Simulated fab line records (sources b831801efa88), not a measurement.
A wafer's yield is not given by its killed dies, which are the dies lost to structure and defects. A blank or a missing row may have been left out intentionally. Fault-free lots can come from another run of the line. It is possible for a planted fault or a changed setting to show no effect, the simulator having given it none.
The tool behind it: which one? / flow gf180mcu / 7 lots with 21 wafers sampled at 2 steps, on a route of 602 steps

WHAT THE GAUGES READ, wafer by wafer
GF_STI_THK_MEAS_24.
lot=L226; measured=day 2 09:11; on=film_metro-04; STI_CVD_23_THK (nm)=644 646 649
lot=L228; measured=day 2 19:59; on=film_metro-03; STI_CVD_23_THK (nm)=649 645 652
lot=L230; measured=day 3 09:41; on=film_metro-04; STI_CVD_23_THK (nm)=650 648 653
lot=L238; measured=day 5 00:27; on=film_metro-02; STI_CVD_23_THK (nm)=659 653 1054
lot=L243; measured=day 6 01:47; on=film_metro-03; STI_CVD_23_THK (nm)=655 650 642
lot=L245; measured=day 6 10:36; on=film_metro-04; STI_CVD_23_THK (nm)=660 648 664
lot=L247; measured=day 6 20:06; on=film_metro-02; STI_CVD_23_THK (nm)=650 652 653

EACH LOT AND THE TOOL THAT RAN IT (in order: tool; ch and the chambers of the sampled wafers; start)
lot=L226; GF_STI_CVD_23=hdpcvd-02 ch 1,2, day 2 09:05
lot=L228; GF_STI_CVD_23=hdpcvd-01 ch 1,2, day 2 19:52
lot=L230; GF_STI_CVD_23=hdpcvd-02 ch 0,2, day 3 09:35
lot=L238; GF_STI_CVD_23=hdpcvd-02 ch 0,2, day 5 00:21
lot=L243; GF_STI_CVD_23=hdpcvd-01 ch 0,2, day 6 01:41
lot=L245; GF_STI_CVD_23=hdpcvd-01 ch 0,2, day 6 10:29
lot=L247; GF_STI_CVD_23=hdpcvd-01 ch 0,1,2, day 6 20:01
- GF_STI_CVD_23: deposits SiO2, target thk 650 nm, time 108.3 s.

THE ANSWER, worked out from the rows above alone
Rule: usual is defined by the lots themselves. The widest of any qualifying gaps counts: lots, ordered by their means at a reading, are off when they make up no more than a third of the lots, leave a main group of 4 or more, and stand apart from it by 3 or more times the standard deviation of that group's means. The tables above print the reading to a certain number of digits; a main group whose means all agree to those digits is not used. Also off: a lot with no number at a reading for which 4 or more lots have one. Where the step has rows for the other lots, those lots are counted as sound.
Off: L238, at GF_STI_THK_MEAS_24 (STI_CVD_23_THK). The main group has a mean of 651 nm with a standard deviation of 3.4.
If a tool, at a process step before that reading, ran all the lots that are off and no sound lot after the first of them, it fits. Gauges at GF_STI_THK_MEAS_24: tried the same way as those tools. One fits: hdpcvd-02 at GF_STI_CVD_23. A fault onset in the window from L230 (day 3 09:35, its last sound lot) to L238 (day 5 00:21, its first lot off) fits.

WHAT WAS PUT IN BY THE SIMULATOR
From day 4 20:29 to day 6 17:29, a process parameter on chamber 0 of hdpcvd-02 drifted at GF_STI_CVD_23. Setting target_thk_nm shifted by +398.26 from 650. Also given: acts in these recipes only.
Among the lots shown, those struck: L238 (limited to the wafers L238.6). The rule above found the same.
